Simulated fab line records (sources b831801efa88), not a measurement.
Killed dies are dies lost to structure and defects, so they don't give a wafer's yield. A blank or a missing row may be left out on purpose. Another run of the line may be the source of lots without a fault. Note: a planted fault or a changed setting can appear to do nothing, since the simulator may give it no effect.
fab line records	flow gf180mcu	part 1 of 2: steps 1 to 25 of 33
record: lots: 5	wafers: 15	last-day: 34
route steps=602 shown M5@537 V5@540 TOP_METAL@567
lots that met no fault: taken from a fault-free run of the same line
start-h: the number of hours between the record's first day and the start of the first shown wafer of the lot	wait-h: hours since the lot's step before	" as in the row above	L1.1+2: several wafers, shown together as one row	- no value, or no start was given	* or withheld: withheld	< > ~ a bound
route shown NAME@n: NAME is a module with steps in the file, n the number in the route of the first one	usual: the fault-free wafers' mean and standard deviation	same: alike in all rows	chamber/n: place in a boat	sites: per-site readings	_std_site: the standard deviation of these	_edge_site: the outer-site mean with the inner-site mean subtracted	radius-mm: for every site, how far away it sits from the centre of the wafer	mask NAME#n: copy n	behind: the tool/chamber that last shaped the wafer	hold: cause of the lot's hold/its duration in hours/its outcome	device: transistor that didn't switch, given as n, p or np	end of line: the route-end tests of the same wafers	where a step has no rows: the recipe by itself	killed: dies lost to structure and defects at the first sort, not the wafer's yield	map: per-die view of a wafer (x killed, . not killed, _ where there is no die)
set.NAME: the setting as run; set.NAME@STEP: as run at that earlier step	model.NAME: the simulator's own value behind a step, which no gauge read
a table for each step, a row for each wafer; lots at some steps of the route
services: the hour from which a tool's chamber was out of use, counted from the record's first day as start-h (under 0 if before that day), plus the number of hours and why
== steps ==
step: GF_M5_STRIP_11
recipe: chemistry: O2/N2	power-w: 1400	pressure-mtorr: 1500	platen-temp-c: 250	o2-flow-sccm: 3000	n2-flow-sccm: 300	overash-fraction: 0.5
usual: drypump-motor-current-A: 5.7/0.4	heater-power-w: 328/48	oes-product-au: 0.524/0.005	strip-time-to-endpoint-s: 7.04/0.039
lot.wafer	tool	chamber	start-h	wait-h	drypump-motor-current-A	heater-power-w	oes-product-au	rf-hours-counter-h	strip-time-to-endpoint-s
L074.1	plasma-asher-04	0	608.91	0.1	5.1	401	0.520	15	7.05
L074.2	"	1	"	"	5.8	266	0.522	15	7.08
L074.3	"	1	"	"	5.8	272	0.521	-	7.04
L076.3	plasma-asher-01	1	634.19	0.1	6.1	306	0.525	-	7.04
L076.4	"	0	"	"	6.4	327	0.526	-	6.99
L076.5	"	1	"	"	6.1	310	0.515	-	6.96
L079.1	plasma-asher-04	0	652.58	0.1	5.2	400	0.518	19	7.01
L079.3	"	1	"	"	5.8	273	0.525	-	7.00
L079.6	"	0	"	"	5.2	399	0.526	-	7.00
L083.2	plasma-asher-03	0	690.01	0.1	5.4	297	0.519	94	6.96
L083.5	"	1	"	"	5.8	345	0.522	-	7.01
L083.6	"	0	"	"	5.4	294	0.520	-	6.97
L094.1	plasma-asher-04	0	753.32	0.1	5.2	399	0.530	30	7.07
L094.3	"	0	"	"	5.2	402	0.529	-	7.03
L094.6	"	0	"	"	5.2	407	0.524	-	7.04
step: GF_M5_STRIP_12
recipe: chemistry: post-etch-residue-remover	time-s: 1200	temp-c: 72.5
usual: temp-c: 72.48/0.13
same: time-s: 1200
lot.wafer	tool	chamber	start-h	wait-h	temp-c
L074.1	wet-bench-04	1	609.01	0.1	72.42
L074.2	"	1	"	"	72.43
L074.3	"	1	"	"	72.34
L076.3	wet-bench-04	2	634.25	0.0	72.34
L076.4	"	2	"	"	72.49
L076.5	"	2	"	"	72.48
L079.1	wet-bench-03	1	652.68	0.1	72.66
L079.3	"	1	"	"	72.57
L079.6	"	1	"	"	72.63
L083.2	wet-bench-04	3	690.11	0.1	72.29
L083.5	"	3	"	"	72.56
L083.6	"	3	"	"	72.34
L094.1	wet-bench-01	1	753.42	0.1	72.64
L094.3	"	1	"	"	72.51
L094.6	"	1	"	"	72.42
step: GF_M5_CLEAN_13
recipe: chemistry: DIW	dry: n2-spin
lot.wafer	tool	chamber	start-h	wait-h
L074.1+2+3	wet-bench-01	3	609.35	0.0
L076.3+4+5	wet-bench-01	1	634.60	0.0
L079.1+3+6	wet-bench-01	3	653.02	0.0
L083.2+5+6	wet-bench-01	1	690.49	0.0
L094.1+3+6	wet-bench-03	3	753.82	0.0
step: GF_V5_CVD_00
recipe: material: SiO2	target-thk-nm: 300	sigma-open-frac: 0.3	temp-c: 400	time-s: 50	sih4-flow-sccm: 60	pressure-mtorr: 6
same: time-s: 50
lot.wafer	tool	chamber	start-h	wait-h
L074.1+2+3	hdpcvd-01	0,1,2	609.44	0.0
L076.3+4+5	hdpcvd-01	0,2,1	634.70	0.0
L079.1+3+6	hdpcvd-01	2,0,1	653.13	0.0
L083.2+5+6	hdpcvd-02	0,1,0	690.58	0.0
L094.1+3+6	hdpcvd-01	2,0,1	754.02	0.0
step: GF_V5_THK_MEAS_01
recipe: reads: SiO2_of_V5_CVD_00
usual: V5_CVD_00_THK: 299.3/2.4
lot.wafer	tool	chamber	start-h	wait-h	V5_CVD_00_THK[nm]
L074.1	film-metro-02	-	609.48	0.0	299.9
L074.2	"	-	"	"	298.4
L074.3	"	-	"	"	301.1
L076.3	film-metro-02	-	634.76	0.0	296.0
L076.4	"	-	"	"	296.6
L076.5	"	-	"	"	294.4
L079.1	film-metro-01	-	653.17	0.0	301.7
L079.3	"	-	"	"	298.5
L079.6	"	-	"	"	300.6
L083.2	film-metro-02	-	690.63	0.0	297.3
L083.5	"	-	"	"	299.1
L083.6	"	-	"	"	296.8
L094.1	film-metro-04	-	754.07	0.0	296.7
L094.3	"	-	"	"	297.8
L094.6	"	-	"	"	297.5
step: GF_V5_CVD_02
recipe: material: SiO2	target-thk-nm: 1450	precursor: TEOS	temp-c: 400	time-s: 163.28	rf-w: 600
usual: heater-power-w: 677/75
same: time-s: 163.28
lot.wafer	tool	chamber	start-h	wait-h	heater-power-w
L074.1	pecvd-03	2	609.54	0.1	665
L074.2	"	0	"	"	743
L074.3	"	1	"	"	621
L076.3	pecvd-03	1	634.80	0.0	622
L076.4	"	2	"	"	774
L076.5	"	0	"	"	718
L079.1	pecvd-04	0	653.23	0.1	601
L079.3	"	2	"	"	646
L079.6	"	1	"	"	559
L083.2	pecvd-02	1	690.68	0.0	766
L083.5	"	1	"	"	600
L083.6	"	2	"	"	655
L094.1	pecvd-02	2	754.13	0.1	762
L094.3	"	1	"	"	713
L094.6	"	1	"	"	596
step: GF_V5_THK_MEAS_03
recipe: reads: SiO2_of_V5_CVD_02
usual: V5_CVD_02_THK: 1448/16
lot.wafer	tool	chamber	start-h	wait-h	V5_CVD_02_THK[nm]
L074.1	film-metro-02	-	609.65	0.1	1435
L074.2	"	-	"	"	1441
L074.3	"	-	"	"	1422
L076.3	film-metro-02	-	634.93	0.1	1438
L076.4	"	-	"	"	1468
L076.5	"	-	"	"	1459
L079.1	film-metro-01	-	653.34	0.1	1418
L079.3	"	-	"	"	1423
L079.6	"	-	"	"	1456
L083.2	film-metro-04	-	690.80	0.1	1447
L083.5	"	-	"	"	1449
L083.6	"	-	"	"	1479
L094.1	film-metro-02	-	754.23	0.1	1453
L094.3	"	-	"	"	1463
L094.6	"	-	"	"	1471
step: GF_V5_CMP_04
recipe: material: SiO2	down-force-psi: 4	platen-rpm: 60	pad-velocity-m-s: 0.94248
usual: head-pressure-psi: 4.001/0.0088	motor-current-A: 12.3/0.75	slurry-flow-ml-min: 149.9/0.45
lot.wafer	tool	chamber	start-h	wait-h	head-pressure-psi	motor-current-A	slurry-flow-ml-min
L074.2	cmp-01	2	609.71	0.0	4.007	12.1	150.8
L074.3	"	0	"	"	4.004	11.3	148.9
L074.1	"	1	"	"	4.009	12.3	149.8
L076.3	cmp-02	3	635.05	0.1	3.989	11.9	150.3
L076.4	"	0	"	"	4.019	13.9	149.4
L076.5	"	3	"	"	4.002	11.3	150.1
L079.3	cmp-02	3	653.40	0.0	3.998	11.3	150.6
L079.1	"	1	"	"	4.007	12.1	150.1
L079.6	"	0	"	"	3.992	13.6	150.0
L083.2	cmp-02	2	690.95	0.1	3.998	11.6	149.6
L083.6	"	0	"	"	4.005	14.0	150.2
L083.5	"	1	"	"	4.002	12.1	150.0
L094.3	cmp-02	0	754.34	0.1	4.001	13.1	148.6
L094.1	"	2	"	"	4.008	12.0	149.7
L094.6	"	3	"	"	3.989	11.8	150.4
step: GF_V5_BOW_MEAS_05
recipe: mode: bow
usual: V5_BOW: 134/11
lot.wafer	tool	chamber	start-h	wait-h	V5_BOW[um]
L074.1	film-metro-04	-	610.01	0.1	128
L074.2	"	-	"	"	134
L074.3	"	-	"	"	134
L076.3	film-metro-01	-	635.39	0.3	125
L076.4	"	-	"	"	125
L076.5	"	-	"	"	120
L079.1	film-metro-01	-	653.70	0.1	113
L079.3	"	-	"	"	126
L079.6	"	-	"	"	117
L083.2	film-metro-01	-	691.17	0.2	144
L083.5	"	-	"	"	141
L083.6	"	-	"	"	140
L094.1	film-metro-02	-	754.59	0.1	161
L094.3	"	-	"	"	157
L094.6	"	-	"	"	148
step: GF_V5_DEHYDRATE_06
recipe: temp-c: 200	time-s: 60
usual: plate-temp-C: 199.99/0.13	resist-line-temp-C: 22.96/0.11
same: time-s: 60
lot.wafer	tool	chamber	start-h	wait-h	plate-temp-C	resist-line-temp-C
L074.1	litho-track-04	0	619.55	9.5	200.21	22.96
L074.2	"	0	"	"	199.97	22.94
L074.3	"	0	"	"	200.11	22.86
L076.3	litho-track-04	0	645.20	9.8	200.02	22.89
L076.4	"	0	"	"	200.24	22.93
L076.5	"	0	"	"	200.02	23.14
L079.1	litho-track-01	0	662.65	8.9	199.95	22.95
L079.3	"	0	"	"	200.06	22.86
L079.6	"	0	"	"	199.97	22.91
L083.2	litho-track-02	0	698.73	7.5	199.83	23.02
L083.5	"	0	"	"	199.97	22.92
L083.6	"	0	"	"	199.83	22.86
L094.1	litho-track-04	0	761.09	6.5	200.17	22.96
L094.3	"	0	"	"	200.17	22.90
L094.6	"	0	"	"	200.00	22.81
step: GF_V5_HMDS_07
recipe: prime-time-s: 60	prime-temp-c: 120
usual: resist-line-temp-C: 23.00/0.12
lot.wafer	tool	chamber	start-h	wait-h	resist-line-temp-C
L074.1	litho-track-04	0	619.70	0.1	22.94
L074.2	"	0	"	"	22.95
L074.3	"	0	"	"	22.90
L076.3	litho-track-04	0	645.35	0.1	23.19
L076.4	"	0	"	"	23.12
L076.5	"	0	"	"	23.17
L079.1	litho-track-01	0	662.80	0.1	23.02
L079.3	"	0	"	"	22.98
L079.6	"	0	"	"	22.88
L083.2	litho-track-02	0	698.88	0.1	23.02
L083.5	"	0	"	"	23.09
L083.6	"	0	"	"	22.99
L094.1	litho-track-04	0	761.24	0.1	23.04
L094.3	"	0	"	"	23.15
L094.6	"	0	"	"	23.01
step: GF_V5_COAT_08
recipe: resist: BARC	temp-c: withheld	time-s: withheld	spin-rpm: withheld	resist-thk-nm: withheld
usual: resist-line-temp-C: *
lot.wafer	tool	chamber	start-h	wait-h	resist-line-temp-C
L074.1	litho-track-04	0	619.85	0.1	*
L074.2	"	0	"	"	*
L074.3	"	0	"	"	*
L076.3	litho-track-04	0	645.50	0.1	*
L076.4	"	0	"	"	*
L076.5	"	0	"	"	*
L079.1	litho-track-01	0	662.95	0.1	*
L079.3	"	0	"	"	*
L079.6	"	0	"	"	*
L083.2	litho-track-02	0	699.03	0.1	*
L083.5	"	0	"	"	*
L083.6	"	0	"	"	*
L094.1	litho-track-04	0	761.39	0.1	*
L094.3	"	0	"	"	*
L094.6	"	0	"	"	*
step: GF_V5_COAT_09
recipe: resist: KrF	spin-rpm: withheld	resist-thk-nm: 1000
usual: resist-line-temp-C: 22.99/0.12
lot.wafer	tool	chamber	start-h	wait-h	resist-line-temp-C
L074.1	litho-track-04	0	-	-	23.05
L074.2	"	0	"	"	22.99
L074.3	"	0	"	"	23.04
L076.3	litho-track-04	0	-	-	23.09
L076.4	"	0	"	"	22.90
L076.5	"	0	"	"	22.99
L079.1	litho-track-01	0	-	-	23.01
L079.3	"	0	"	"	23.01
L079.6	"	0	"	"	22.94
L083.2	litho-track-02	0	-	-	22.92
L083.5	"	0	"	"	22.88
L083.6	"	0	"	"	22.84
L094.1	litho-track-04	0	-	-	22.80
L094.3	"	0	"	"	22.93
L094.6	"	0	"	"	22.76
step: GF_V5_SOFTBAKE_10
recipe: temp-c: 130	time-s: 60	resist: KrF
usual: plate-temp-C: 130.04/0.14	resist-line-temp-C: 23.01/0.12
same: time-s: 60
lot.wafer	tool	chamber	start-h	wait-h	plate-temp-C	resist-line-temp-C
L074.1	litho-track-04	0	-	-	129.88	22.93
L074.2	"	0	"	"	129.96	23.06
L074.3	"	0	"	"	130.11	22.94
L076.3	litho-track-04	0	-	-	129.87	23.20
L076.4	"	0	"	"	129.87	23.04
L076.5	"	0	"	"	129.77	23.06
L079.1	litho-track-01	0	-	-	130.03	23.24
L079.3	"	0	"	"	130.05	23.05
L079.6	"	0	"	"	130.38	23.23
L083.2	litho-track-02	0	-	-	129.97	22.98
L083.5	"	0	"	"	130.21	22.90
L083.6	"	0	"	"	129.98	23.00
L094.1	litho-track-04	0	-	-	130.01	22.85
L094.3	"	0	"	"	130.14	23.00
L094.6	"	0	"	"	130.07	23.02
step: GF_V5_EXPOSE_11
recipe: mask-id: Via5	target-cd-nm: 260	na: 0.68	source-shape: conventional	sigma-outer: 0.6	dose-mj: 38
usual: reticle-temp-C: 22.98/0.098
lot.wafer	tool	chamber	start-h	wait-h	mask	reticle-temp-C
L074.1	krf-scanner-01	0	-	-	Via5#0	22.80
L074.2	"	0	"	"	Via5#0	22.69
L074.3	"	0	"	"	Via5#0	22.88
L076.3	krf-scanner-01	0	-	-	Via5#0	22.97
L076.4	"	0	"	"	Via5#0	23.13
L076.5	"	0	"	"	Via5#0	23.07
L079.1	krf-scanner-02	0	-	-	Via5#0	22.99
L079.3	"	0	"	"	Via5#0	22.93
L079.6	"	0	"	"	Via5#0	22.96
L083.2	krf-scanner-02	0	-	-	Via5#0	22.94
L083.5	"	0	"	"	Via5#0	23.12
L083.6	"	0	"	"	Via5#0	23.14
L094.1	krf-scanner-02	0	-	-	Via5#0	23.01
L094.3	"	0	"	"	Via5#0	23.05
L094.6	"	0	"	"	Via5#0	23.07
step: GF_V5_PEB_12
recipe: peb-temp-c: 135	peb-time-s: 90	resist: KrF
usual: plate-temp-C: 135.00/0.14	resist-line-temp-C: 23.02/0.11
lot.wafer	tool	chamber	start-h	wait-h	plate-temp-C	resist-line-temp-C
L074.1	litho-track-04	0	-	-	134.96	22.87
L074.2	"	0	"	"	134.90	22.90
L074.3	"	0	"	"	135.04	22.92
L076.3	litho-track-01	0	-	-	134.75	23.19
L076.4	"	0	"	"	134.85	23.03
L076.5	"	0	"	"	134.89	23.18
L079.1	litho-track-04	0	-	-	135.04	22.93
L079.3	"	0	"	"	134.96	22.95
L079.6	"	0	"	"	134.84	23.03
L083.2	litho-track-02	0	-	-	134.87	23.09
L083.5	"	0	"	"	134.87	22.92
L083.6	"	0	"	"	134.79	23.01
L094.1	litho-track-01	0	-	-	135.19	23.00
L094.3	"	0	"	"	135.00	23.00
L094.6	"	0	"	"	135.13	23.08
step: GF_V5_DEVELOP_13
recipe: develop-time-s: 60	resist: KrF	dev-temp-c: 21
usual: resist-line-temp-C: 23.01/0.11
lot.wafer	tool	chamber	start-h	wait-h	resist-line-temp-C
L074.1	litho-track-04	0	630.80	0.2	23.09
L074.2	"	0	"	"	22.93
L074.3	"	0	"	"	23.15
L076.3	litho-track-01	0	654.85	0.1	23.15
L076.4	"	0	"	"	23.04
L076.5	"	0	"	"	23.10
L079.1	litho-track-04	0	673.35	0.2	23.08
L079.3	"	0	"	"	23.04
L079.6	"	0	"	"	23.11
L083.2	litho-track-02	0	709.98	0.2	22.84
L083.5	"	0	"	"	22.83
L083.6	"	0	"	"	22.94
L094.1	litho-track-01	0	770.35	0.2	22.75
L094.3	"	0	"	"	22.87
L094.6	"	0	"	"	22.95
step: GF_V5_CD_MEAS_14
recipe: target-cd-nm: 260
usual: cd-nm: 260.2/1
lot.wafer	tool	chamber	start-h	wait-h	cd-nm
L074.1	cd-sem-02	-	630.95	0.1	259.8
L074.2	"	-	"	"	258.1
L074.3	"	-	"	"	259.1
L076.3	cd-sem-01	-	654.99	0.1	258.9
L076.4	"	-	"	"	256.9
L076.5	"	-	"	"	257.7
L079.1	cd-sem-02	-	673.50	0.1	258.7
L079.3	"	-	"	"	258.3
L079.6	"	-	"	"	259.5
L083.2	cd-sem-02	-	710.13	0.1	259.3
L083.5	"	-	"	"	258.3
L083.6	"	-	"	"	259.8
L094.1	cd-sem-01	-	770.50	0.1	260.6
L094.3	"	-	"	"	259.7
L094.6	"	-	"	"	259.2
step: GF_V5_OVL_MEAS_15
usual: V5_OVL: -4/4.7
lot.wafer	tool	chamber	start-h	wait-h	V5_OVL[nm]
L074.1	overlay-02	-	631.07	0.1	-6
L074.2	"	-	"	"	-4
L074.3	"	-	"	"	-8
L076.3	overlay-01	-	655.08	0.1	0
L076.4	"	-	"	"	2
L076.5	"	-	"	"	2
L079.1	overlay-02	-	673.62	0.1	-8
L079.3	"	-	"	"	-11
L079.6	"	-	"	"	-12
L083.2	overlay-01	-	710.23	0.1	0
L083.5	"	-	"	"	-2
L083.6	"	-	"	"	0
L094.1	overlay-02	-	770.62	0.1	-3
L094.3	"	-	"	"	-2
L094.6	"	-	"	"	-4
step: GF_V5_ETCH_16
recipe: chemistry: N2/H2	target-depth-a: withheld	overetch-a: withheld	time-s: withheld	target: BARC	ion-energy-ev: 200	source-w: 500	bias-w: 100	pressure-mtorr: 30	n2-flow-sccm: 100	h2-flow-sccm: 200
usual: drypump-motor-current-A: 5.7/0.41	oes-product-au: 0.855/0.0049	throttle-valve-pct: 13.225/0.0096
lot.wafer	tool	chamber	start-h	wait-h	drypump-motor-current-A	oes-product-au	throttle-valve-pct
L074.1	rie-diel-02	3	631.10	0.0	5.6	0.841	13.228
L074.2	"	0	"	"	5.8	0.856	13.225
L074.3	"	2	"	"	5.9	0.849	13.223
L076.3	rie-diel-01	2	655.10	0.0	5.2	0.857	13.206
L076.4	"	0	"	"	5.8	0.859	13.227
L076.5	"	0	"	"	5.7	0.861	13.234
L079.1	rie-diel-02	2	673.65	0.0	5.9	0.851	13.228
L079.3	"	1	"	"	5.5	0.861	13.220
L079.6	"	2	"	"	5.9	0.861	13.230
L083.2	rie-diel-04	3	710.26	0.0	6.0	0.858	13.215
L083.5	"	1	"	"	4.9	0.853	13.243
L083.6	"	2	"	"	6.6	0.850	13.236
L094.1	rie-diel-02	3	770.65	0.0	5.6	0.852	13.231
L094.3	"	0	"	"	5.8	0.852	13.227
L094.6	"	0	"	"	5.8	0.848	13.211
step: GF_V5_ETCH_17
recipe: chemistry: C4F8/O2/Ar	mask-material: KrF	target: SiO2	stop-on: TiN	source-w: 1500	bias-w: 1200	pressure-mtorr: 40	c4f8-flow-sccm: withheld	O2_flow_sccm: 6	Ar_flow_sccm: 300	time-s: withheld	target-depth-a: 8550
usual: oes-product-au: 0.859/0.005
lot.wafer	tool	chamber	start-h	wait-h	oes-product-au
L074.1	rie-diel-02	3	-	-	0.858
L074.2	"	0	"	"	0.858
L074.3	"	2	"	"	0.860
L076.3	rie-diel-01	2	-	-	0.857
L076.4	"	0	"	"	0.860
L076.5	"	0	"	"	0.861
L079.1	rie-diel-02	2	-	-	0.865
L079.3	"	1	"	"	0.853
L079.6	"	2	"	"	0.858
L083.2	rie-diel-04	3	-	-	0.857
L083.5	"	1	"	"	0.864
L083.6	"	2	"	"	0.861
L094.1	rie-diel-02	3	-	-	0.851
L094.3	"	0	"	"	0.863
L094.6	"	0	"	"	0.855
step: GF_V5_STRIP_18
recipe: chemistry: O2/N2	power-w: 1400	pressure-mtorr: 1500	platen-temp-c: 250	o2-flow-sccm: 3000	n2-flow-sccm: 300	overash-fraction: 0.5
usual: drypump-motor-current-A: 5.8/0.49	heater-power-w: 347/54	oes-product-au: 0.568/0.005
lot.wafer	tool	chamber	start-h	wait-h	drypump-motor-current-A	heater-power-w	oes-product-au	rf-hours-counter-h
L074.1	plasma-asher-02	1	631.26	-	5.4	361	0.574	57
L074.2	"	0	"	"	6.4	417	0.573	57
L074.3	"	0	"	"	6.5	409	0.571	-
L076.3	plasma-asher-04	0	655.29	-	5.2	396	0.569	-
L076.4	"	1	"	"	5.8	277	0.573	-
L076.5	"	1	"	"	5.8	272	0.571	-
L079.1	plasma-asher-04	1	673.80	-	5.8	264	0.569	21
L079.3	"	1	"	"	5.8	270	0.571	-
L079.6	"	0	"	"	5.1	399	0.563	-
L083.2	plasma-asher-01	1	710.42	-	6.1	313	0.566	106
L083.5	"	1	"	"	6.1	308	0.578	-
L083.6	"	0	"	"	6.4	326	0.566	-
L094.1	plasma-asher-04	0	770.81	-	5.1	406	0.555	32
L094.3	"	1	"	"	5.8	266	0.569	-
L094.6	"	1	"	"	5.8	276	0.564	-
step: GF_V5_STRIP_19
recipe: chemistry: post-etch-residue-remover	time-s: 1200	temp-c: 72.5
usual: temp-c: 72.48/0.13
same: time-s: 1200
lot.wafer	tool	chamber	start-h	wait-h	temp-c
L074.1	wet-bench-03	2	631.36	0.1	72.79
L074.2	"	2	"	"	72.55
L074.3	"	2	"	"	72.55
L076.3	wet-bench-01	0	655.36	0.0	72.71
L076.4	"	0	"	"	72.62
L076.5	"	0	"	"	72.66
L079.1	wet-bench-01	1	673.90	0.1	72.44
L079.3	"	1	"	"	72.47
L079.6	"	1	"	"	72.36
L083.2	wet-bench-01	2	710.52	0.1	72.37
L083.5	"	2	"	"	72.46
L083.6	"	2	"	"	72.47
L094.1	wet-bench-02	1	770.91	0.1	72.25
L094.3	"	1	"	"	72.31
L094.6	"	1	"	"	72.29
step: GF_V5_CLEAN_20
recipe: chemistry: DIW	dry: n2-spin
lot.wafer	tool	chamber	start-h	wait-h
L074.1+2+3	wet-bench-02	0	631.73	0.0
L076.3+4+5	wet-bench-03	3	655.76	0.0
L079.1+3+6	wet-bench-02	3	674.25	0.0
L083.2+5+6	wet-bench-03	2	710.86	0.0
L094.1+3+6	wet-bench-01	2	771.28	0.0
step: GF_V5_SPUTTER_21
recipe: material: Ti	target-thk-nm: 15	chamber-pressure-pa: 5	power-w: 2500	substrate-temp-c: 200	time-s: 80.02
usual: substrate-temp-c: 199.99/0.17	throttle-valve-pct: 29.8/1
same: time-s: 80.02
lot.wafer	tool	chamber	start-h	wait-h	substrate-temp-c	throttle-valve-pct
L074.1	pvd-sputter-02	-	631.82	0.0	199.74	32.1
L074.2	"	-	"	"	200.16	29.1
L074.3	"	-	"	"	200.05	30.1
L076.3	pvd-sputter-01	-	655.86	0.0	200.04	30.7
L076.4	"	-	"	"	199.92	28.6
L076.5	"	-	"	"	199.90	28.4
L079.1	pvd-sputter-01	-	674.34	0.0	200.25	30.6
L079.3	"	-	"	"	200.20	29.0
L079.6	"	-	"	"	200.33	29.2
L083.2	pvd-sputter-01	-	710.96	0.0	199.84	29.3
L083.5	"	-	"	"	199.89	28.7
L083.6	"	-	"	"	200.06	29.1
L094.1	pvd-sputter-04	-	771.38	0.0	200.12	30.1
L094.3	"	-	"	"	200.05	30.8
L094.6	"	-	"	"	199.74	29.8
